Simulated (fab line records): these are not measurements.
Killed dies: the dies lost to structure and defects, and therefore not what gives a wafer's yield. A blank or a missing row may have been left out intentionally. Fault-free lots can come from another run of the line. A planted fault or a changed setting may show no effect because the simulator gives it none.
fab line records / flow gf180mcu
record: lots: 6 wafers: 18 last_day: 34
route steps=602 shown V4@476
lots with no fault: from the same line, run without faults
start_h: hours from the record's opening day to when the first of the lot's shown wafers began / wait_h: time in hours since the lot's previous step / " the same as in the row above / L1.1+2: a row that stands for several wafers / - value missing, or start not given / * or withheld: withheld / < > ~ a bound
route shown NAME@n: names a module that has steps shown in the file, with the first one's number in the route / usual: mean and standard deviation over wafers with no fault / same: alike in all rows / chamber/n: place in a boat / sites: per-site readings / _std_site: the standard deviation of these / _edge_site: outer sites' mean less inner sites' / radius_mm: how far each site lies from the wafer's centre / mask NAME#n: copy n / behind: tool/chamber where the wafer was last shaped / hold: why the lot went on hold/how many hours it stayed there/how the hold came to an end / device: which transistor (n, p or np) failed to switch / end of line: at the end of the route, the tests of the same wafers / step lacking rows: just its recipe / killed: at the first sort, the dies lost to defects and structure; wafer yield is something else / map: the dies of a wafer, with x for killed, . for not killed, _ for no die there
set.NAME: the run value of the setting; set.NAME@STEP: its run value at that earlier step / model.NAME: the simulator's own value behind a step, which no gauge read
lots seen at some steps along the route; tables by step, rows by wafer
services: when a tool's chamber went out of use (start_h, in hours from the record's first day, below 0 if earlier), for how many hours, and the reason
== steps ==
step: GF_V4_CVD_00
recipe: material: SiO2 target_thk_nm: 600 sigma_open_frac: 0.3 temp_c: 400 time_s: 100 sih4_flow_sccm: 60 pressure_mtorr: 6
step: GF_V4_THK_MEAS_01
recipe: reads: SiO2_of_V4_CVD_00
usual: V4_CVD_00_THK: 597/6.6
lot.wafer=L139.2 tool=film_metro-04 chamber=- start_h=615.72 wait_h=0.0 V4_CVD_00_THK[nm]=593
lot.wafer=L139.3 tool=film_metro-04 chamber=- start_h=615.72 wait_h=0.0 V4_CVD_00_THK[nm]=593
lot.wafer=L139.5 tool=film_metro-04 chamber=- start_h=615.72 wait_h=0.0 V4_CVD_00_THK[nm]=600
lot.wafer=L141.1 tool=film_metro-02 chamber=- start_h=631.05 wait_h=0.0 V4_CVD_00_THK[nm]=588
lot.wafer=L141.4 tool=film_metro-02 chamber=- start_h=631.05 wait_h=0.0 V4_CVD_00_THK[nm]=593
lot.wafer=L141.6 tool=film_metro-02 chamber=- start_h=631.05 wait_h=0.0 V4_CVD_00_THK[nm]=595
lot.wafer=L142.3 tool=film_metro-03 chamber=- start_h=641.09 wait_h=0.1 V4_CVD_00_THK[nm]=587
lot.wafer=L142.4 tool=film_metro-03 chamber=- start_h=641.09 wait_h=0.1 V4_CVD_00_THK[nm]=591
lot.wafer=L142.5 tool=film_metro-03 chamber=- start_h=641.09 wait_h=0.1 V4_CVD_00_THK[nm]=581
lot.wafer=L143.2 tool=film_metro-04 chamber=- start_h=646.96 wait_h=0.0 V4_CVD_00_THK[nm]=599
lot.wafer=L143.5 tool=film_metro-04 chamber=- start_h=646.96 wait_h=0.0 V4_CVD_00_THK[nm]=594
lot.wafer=L143.6 tool=film_metro-04 chamber=- start_h=646.96 wait_h=0.0 V4_CVD_00_THK[nm]=601
lot.wafer=L144.1 tool=film_metro-03 chamber=- start_h=653.97 wait_h=0.0 V4_CVD_00_THK[nm]=594
lot.wafer=L144.4 tool=film_metro-03 chamber=- start_h=653.97 wait_h=0.0 V4_CVD_00_THK[nm]=593
lot.wafer=L144.6 tool=film_metro-03 chamber=- start_h=653.97 wait_h=0.0 V4_CVD_00_THK[nm]=588
lot.wafer=L153.1 tool=film_metro-04 chamber=- start_h=712.59 wait_h=0.0 V4_CVD_00_THK[nm]=597
lot.wafer=L153.2 tool=film_metro-04 chamber=- start_h=712.59 wait_h=0.0 V4_CVD_00_THK[nm]=604
lot.wafer=L153.4 tool=film_metro-04 chamber=- start_h=712.59 wait_h=0.0 V4_CVD_00_THK[nm]=593
step: GF_V4_CVD_02
recipe: material: SiO2 target_thk_nm: 850 precursor: TEOS temp_c: 400 time_s: 94.851 rf_w: 600
usual: heater_power_w: 628/120
lot.wafer=L139.2 tool=pecvd-04 chamber=0 start_h=615.77 wait_h=0.0 heater_power_w=511
lot.wafer=L139.3 tool=pecvd-04 chamber=1 start_h=615.77 wait_h=0.0 heater_power_w=582
lot.wafer=L139.5 tool=pecvd-04 chamber=1 start_h=615.77 wait_h=0.0 heater_power_w=478
lot.wafer=L141.1 tool=pecvd-02 chamber=0 start_h=631.11 wait_h=0.1 heater_power_w=729
lot.wafer=L141.4 tool=pecvd-02 chamber=2 start_h=631.11 wait_h=0.1 heater_power_w=712
lot.wafer=L141.6 tool=pecvd-02 chamber=1 start_h=631.11 wait_h=0.1 heater_power_w=582
lot.wafer=L142.3 tool=pecvd-03 chamber=2 start_h=641.13 wait_h=0.0 heater_power_w=419
lot.wafer=L142.4 tool=pecvd-03 chamber=2 start_h=641.13 wait_h=0.0 heater_power_w=463
lot.wafer=L142.5 tool=pecvd-03 chamber=1 start_h=641.13 wait_h=0.0 heater_power_w=834
lot.wafer=L143.2 tool=pecvd-03 chamber=2 start_h=647.01 wait_h=0.0 heater_power_w=501
lot.wafer=L143.5 tool=pecvd-03 chamber=0 start_h=647.01 wait_h=0.0 heater_power_w=725
lot.wafer=L143.6 tool=pecvd-03 chamber=2 start_h=647.01 wait_h=0.0 heater_power_w=532
lot.wafer=L144.1 tool=pecvd-02 chamber=1 start_h=654.03 wait_h=0.1 heater_power_w=589
lot.wafer=L144.4 tool=pecvd-02 chamber=2 start_h=654.03 wait_h=0.1 heater_power_w=792
lot.wafer=L144.6 tool=pecvd-02 chamber=1 start_h=654.03 wait_h=0.1 heater_power_w=475
lot.wafer=L153.1 tool=pecvd-04 chamber=1 start_h=712.65 wait_h=0.1 heater_power_w=572
lot.wafer=L153.2 tool=pecvd-04 chamber=0 start_h=712.65 wait_h=0.1 heater_power_w=595
lot.wafer=L153.4 tool=pecvd-04 chamber=1 start_h=712.65 wait_h=0.1 heater_power_w=584
step: GF_V4_THK_MEAS_03
recipe: reads: SiO2_of_V4_CVD_02
usual: V4_CVD_02_THK: 852/10
lot.wafer=L139.2 tool=film_metro-02 chamber=- start_h=615.85 wait_h=0.0 V4_CVD_02_THK[nm]=857
lot.wafer=L139.3 tool=film_metro-02 chamber=- start_h=615.85 wait_h=0.0 V4_CVD_02_THK[nm]=858
lot.wafer=L139.5 tool=film_metro-02 chamber=- start_h=615.85 wait_h=0.0 V4_CVD_02_THK[nm]=873
lot.wafer=L141.1 tool=film_metro-02 chamber=- start_h=631.18 wait_h=0.0 V4_CVD_02_THK[nm]=837
lot.wafer=L141.4 tool=film_metro-02 chamber=- start_h=631.18 wait_h=0.0 V4_CVD_02_THK[nm]=859
lot.wafer=L141.6 tool=film_metro-02 chamber=- start_h=631.18 wait_h=0.0 V4_CVD_02_THK[nm]=848
lot.wafer=L142.3 tool=film_metro-04 chamber=- start_h=641.22 wait_h=0.1 V4_CVD_02_THK[nm]=857
lot.wafer=L142.4 tool=film_metro-04 chamber=- start_h=641.22 wait_h=0.1 V4_CVD_02_THK[nm]=872
lot.wafer=L142.5 tool=film_metro-04 chamber=- start_h=641.22 wait_h=0.1 V4_CVD_02_THK[nm]=874
lot.wafer=L143.2 tool=film_metro-03 chamber=- start_h=647.09 wait_h=0.0 V4_CVD_02_THK[nm]=860
lot.wafer=L143.5 tool=film_metro-03 chamber=- start_h=647.09 wait_h=0.0 V4_CVD_02_THK[nm]=873
lot.wafer=L143.6 tool=film_metro-03 chamber=- start_h=647.09 wait_h=0.0 V4_CVD_02_THK[nm]=869
lot.wafer=L144.1 tool=film_metro-04 chamber=- start_h=654.09 wait_h=0.0 V4_CVD_02_THK[nm]=842
lot.wafer=L144.4 tool=film_metro-04 chamber=- start_h=654.09 wait_h=0.0 V4_CVD_02_THK[nm]=857
lot.wafer=L144.6 tool=film_metro-04 chamber=- start_h=654.09 wait_h=0.0 V4_CVD_02_THK[nm]=865
lot.wafer=L153.1 tool=film_metro-02 chamber=- start_h=712.72 wait_h=0.0 V4_CVD_02_THK[nm]=851
lot.wafer=L153.2 tool=film_metro-02 chamber=- start_h=712.72 wait_h=0.0 V4_CVD_02_THK[nm]=834
lot.wafer=L153.4 tool=film_metro-02 chamber=- start_h=712.72 wait_h=0.0 V4_CVD_02_THK[nm]=864
step: GF_V4_CMP_04
recipe: material: SiO2 down_force_psi: 4 platen_rpm: 60 pad_velocity_m_s: 0.94248
usual: motor_current_A: 12.1/0.92 platen_rpm: 60.00/0.037 time_to_endpoint_s: 81/5.2
lot.wafer=L139.3 tool=cmp-01 chamber=3 start_h=616.00 wait_h=0.1 motor_current_A=13.0 platen_rpm=60.06 time_to_endpoint_s=75
lot.wafer=L139.2 tool=cmp-01 chamber=0 start_h=616.00 wait_h=0.1 motor_current_A=13.0 platen_rpm=59.94 time_to_endpoint_s=81
lot.wafer=L139.5 tool=cmp-01 chamber=1 start_h=616.00 wait_h=0.1 motor_current_A=10.4 platen_rpm=59.97 time_to_endpoint_s=85
lot.wafer=L141.1 tool=cmp-01 chamber=2 start_h=631.24 wait_h=0.1 motor_current_A=11.9 platen_rpm=60.02 time_to_endpoint_s=79
lot.wafer=L141.4 tool=cmp-01 chamber=1 start_h=631.24 wait_h=0.1 motor_current_A=10.8 platen_rpm=59.99 time_to_endpoint_s=83
lot.wafer=L141.6 tool=cmp-01 chamber=2 start_h=631.24 wait_h=0.1 motor_current_A=11.8 platen_rpm=60.01 time_to_endpoint_s=77
lot.wafer=L142.4 tool=cmp-01 chamber=3 start_h=641.31 wait_h=0.1 motor_current_A=13.0 platen_rpm=59.99 time_to_endpoint_s=86
lot.wafer=L142.3 tool=cmp-01 chamber=1 start_h=641.31 wait_h=0.1 motor_current_A=10.9 platen_rpm=60.01 time_to_endpoint_s=82
lot.wafer=L142.5 tool=cmp-01 chamber=3 start_h=641.31 wait_h=0.1 motor_current_A=13.3 platen_rpm=60.04 time_to_endpoint_s=87
lot.wafer=L143.2 tool=cmp-01 chamber=2 start_h=647.19 wait_h=0.1 motor_current_A=11.6 platen_rpm=60.00 time_to_endpoint_s=83
lot.wafer=L143.6 tool=cmp-01 chamber=1 start_h=647.19 wait_h=0.1 motor_current_A=11.1 platen_rpm=60.09 time_to_endpoint_s=88
lot.wafer=L143.5 tool=cmp-01 chamber=2 start_h=647.19 wait_h=0.1 motor_current_A=11.6 platen_rpm=60.05 time_to_endpoint_s=88
lot.wafer=L144.4 tool=cmp-02 chamber=3 start_h=654.20 wait_h=0.1 motor_current_A=11.9 platen_rpm=59.99 time_to_endpoint_s=79
lot.wafer=L144.1 tool=cmp-02 chamber=1 start_h=654.20 wait_h=0.1 motor_current_A=10.9 platen_rpm=59.99 time_to_endpoint_s=78
lot.wafer=L144.6 tool=cmp-02 chamber=3 start_h=654.20 wait_h=0.1 motor_current_A=12.1 platen_rpm=60.03 time_to_endpoint_s=84
lot.wafer=L153.1 tool=cmp-02 chamber=3 start_h=712.78 wait_h=0.1 motor_current_A=12.6 platen_rpm=60.03 time_to_endpoint_s=78
lot.wafer=L153.2 tool=cmp-02 chamber=0 start_h=712.78 wait_h=0.1 motor_current_A=14.0 platen_rpm=60.06 time_to_endpoint_s=76
lot.wafer=L153.4 tool=cmp-02 chamber=2 start_h=712.78 wait_h=0.1 motor_current_A=12.8 platen_rpm=60.02 time_to_endpoint_s=88
step: GF_V4_BOW_MEAS_05
recipe: mode: bow
usual: V4_BOW: 133/8.7
lot.wafer=L139.2 tool=film_metro-02 chamber=- start_h=616.22 wait_h=0.1 V4_BOW[um]=138
lot.wafer=L139.3 tool=film_metro-02 chamber=- start_h=616.22 wait_h=0.1 V4_BOW[um]=129
lot.wafer=L139.5 tool=film_metro-02 chamber=- start_h=616.22 wait_h=0.1 V4_BOW[um]=127
lot.wafer=L141.1 tool=film_metro-03 chamber=- start_h=631.54 wait_h=0.2 V4_BOW[um]=122
lot.wafer=L141.4 tool=film_metro-03 chamber=- start_h=631.54 wait_h=0.2 V4_BOW[um]=133
lot.wafer=L141.6 tool=film_metro-03 chamber=- start_h=631.54 wait_h=0.2 V4_BOW[um]=121
lot.wafer=L142.3 tool=film_metro-02 chamber=- start_h=641.60 wait_h=0.1 V4_BOW[um]=114
lot.wafer=L142.4 tool=film_metro-02 chamber=- start_h=641.60 wait_h=0.1 V4_BOW[um]=118
lot.wafer=L142.5 tool=film_metro-02 chamber=- start_h=641.60 wait_h=0.1 V4_BOW[um]=117
lot.wafer=L143.2 tool=film_metro-04 chamber=- start_h=647.46 wait_h=0.2 V4_BOW[um]=139
lot.wafer=L143.5 tool=film_metro-04 chamber=- start_h=647.46 wait_h=0.2 V4_BOW[um]=143
lot.wafer=L143.6 tool=film_metro-04 chamber=- start_h=647.46 wait_h=0.2 V4_BOW[um]=144
lot.wafer=L144.1 tool=film_metro-04 chamber=- start_h=654.45 wait_h=0.1 V4_BOW[um]=141
lot.wafer=L144.4 tool=film_metro-04 chamber=- start_h=654.45 wait_h=0.1 V4_BOW[um]=131
lot.wafer=L144.6 tool=film_metro-04 chamber=- start_h=654.45 wait_h=0.1 V4_BOW[um]=135
lot.wafer=L153.1 tool=film_metro-03 chamber=- start_h=713.08 wait_h=0.2 V4_BOW[um]=134
lot.wafer=L153.2 tool=film_metro-03 chamber=- start_h=713.08 wait_h=0.2 V4_BOW[um]=139
lot.wafer=L153.4 tool=film_metro-03 chamber=- start_h=713.08 wait_h=0.2 V4_BOW[um]=137
step: GF_V4_DEHYDRATE_06
recipe: temp_c: 200 time_s: 60
step: GF_V4_HMDS_07
recipe: prime_time_s: 60 prime_temp_c: 120
step: GF_V4_COAT_08
recipe: resist: BARC temp_c: withheld time_s: withheld spin_rpm: withheld resist_thk_nm: withheld
step: GF_V4_COAT_09
recipe: resist: KrF spin_rpm: withheld resist_thk_nm: 1000
step: GF_V4_SOFTBAKE_10
recipe: temp_c: 130 time_s: 60 resist: KrF
step: GF_V4_EXPOSE_11
recipe: mask_id: Via4 target_cd_nm: 260 na: 0.68 source_shape: conventional sigma_outer: 0.6 dose_mj: 37.49
step: GF_V4_PEB_12
recipe: peb_temp_c: 135 peb_time_s: 90 resist: KrF
usual: chill_plate_temp_C: 23.01/0.1 exhaust_pa: 45.1/0.78 resist_line_temp_C: 22.99/0.11
lot.wafer=L139.2 tool=litho_track-01 chamber=0 start_h=636.10 wait_h=- chill_plate_temp_C=23.08 exhaust_pa=45.7 resist_line_temp_C=23.21
lot.wafer=L139.3 tool=litho_track-01 chamber=0 start_h=636.10 wait_h=- chill_plate_temp_C=22.88 exhaust_pa=45.9 resist_line_temp_C=23.11
lot.wafer=L139.5 tool=litho_track-01 chamber=0 start_h=636.10 wait_h=- chill_plate_temp_C=22.93 exhaust_pa=44.8 resist_line_temp_C=23.10
lot.wafer=L141.1 tool=litho_track-02 chamber=0 start_h=651.33 wait_h=- chill_plate_temp_C=23.10 exhaust_pa=46.4 resist_line_temp_C=22.98
lot.wafer=L141.4 tool=litho_track-02 chamber=0 start_h=651.33 wait_h=- chill_plate_temp_C=22.97 exhaust_pa=44.4 resist_line_temp_C=22.86
lot.wafer=L141.6 tool=litho_track-02 chamber=0 start_h=651.33 wait_h=- chill_plate_temp_C=23.05 exhaust_pa=44.9 resist_line_temp_C=22.93
lot.wafer=L142.3 tool=litho_track-01 chamber=- start_h=661.03 wait_h=- chill_plate_temp_C=- exhaust_pa=- resist_line_temp_C=-
lot.wafer=L142.4 tool=litho_track-01 chamber=- start_h=661.03 wait_h=- chill_plate_temp_C=- exhaust_pa=- resist_line_temp_C=-
lot.wafer=L142.5 tool=litho_track-01 chamber=- start_h=661.03 wait_h=- chill_plate_temp_C=- exhaust_pa=- resist_line_temp_C=-
lot.wafer=L143.2 tool=litho_track-02 chamber=- start_h=667.02 wait_h=- chill_plate_temp_C=- exhaust_pa=- resist_line_temp_C=-
lot.wafer=L143.5 tool=litho_track-02 chamber=- start_h=667.02 wait_h=- chill_plate_temp_C=- exhaust_pa=- resist_line_temp_C=-
lot.wafer=L143.6 tool=litho_track-02 chamber=- start_h=667.02 wait_h=- chill_plate_temp_C=- exhaust_pa=- resist_line_temp_C=-
lot.wafer=L144.1 tool=litho_track-01 chamber=0 start_h=673.66 wait_h=- chill_plate_temp_C=23.00 exhaust_pa=44.4 resist_line_temp_C=22.97
lot.wafer=L144.4 tool=litho_track-01 chamber=0 start_h=673.66 wait_h=- chill_plate_temp_C=22.86 exhaust_pa=44.4 resist_line_temp_C=22.90
lot.wafer=L144.6 tool=litho_track-01 chamber=0 start_h=673.66 wait_h=- chill_plate_temp_C=22.94 exhaust_pa=47.1 resist_line_temp_C=22.95
lot.wafer=L153.1 tool=litho_track-02 chamber=0 start_h=730.48 wait_h=- chill_plate_temp_C=22.98 exhaust_pa=45.1 resist_line_temp_C=22.89
lot.wafer=L153.2 tool=litho_track-02 chamber=0 start_h=730.48 wait_h=- chill_plate_temp_C=23.09 exhaust_pa=44.9 resist_line_temp_C=22.95
lot.wafer=L153.4 tool=litho_track-02 chamber=0 start_h=730.48 wait_h=- chill_plate_temp_C=23.00 exhaust_pa=45.5 resist_line_temp_C=23.02
step: GF_V4_DEVELOP_13
recipe: develop_time_s: 60 resist: KrF dev_temp_c: 21
== services ==
tool=pecvd-02 chamber=0 start_h=605.12 hours=- kind=clean
tool=pecvd-02 chamber=1 start_h=605.12 hours=- kind=clean
tool=pecvd-02 chamber=2 start_h=605.12 hours=- kind=clean
tool=cmp-01 chamber=- start_h=618.59 hours=0.9 kind=repair
tool=cmp-01 chamber=- start_h=622.79 hours=0.5 kind=repair
tool=pecvd-03 chamber=- start_h=638.41 hours=1.2 kind=repair
tool=cmp-02 chamber=- start_h=691.99 hours=15.1 kind=pm
tool=cmp-02 chamber=- start_h=707.05 hours=3.0 kind=pm
tool=cmp-02 chamber=- start_h=718.24 hours=0.6 kind=repair
== key ==
first_sign: step: GF_V4_PEB_12 reading: tool_record direction: missing
effect none on later readings
met_at GF_V4_PEB_12
struck_wafers L142.3,L142.4,L142.5,L143.2,L143.5,L143.6
later_rows_left_out L142.3,L142.4,L142.5,L143.2,L143.5,L143.6
sort_left_out L142.3,L142.4,L142.5,L143.2,L143.5,L143.6
onset_between 651.33 661.03
fault: kind: skipped_step_whole tool: litho_track-01,litho_track-02 chamber: - onset_h: 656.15 steps: GF_V4_PEB_12 scope: struck_lots_only
sort_left_out: the simulated sort isn't trusted on such a fault, so these wafers' sort isn't shown, and their yield isn't known
later_rows_left_out: the simulator's readings of these wafers behind a module that went badly wrong aren't trusted and aren't shown, but for the sort
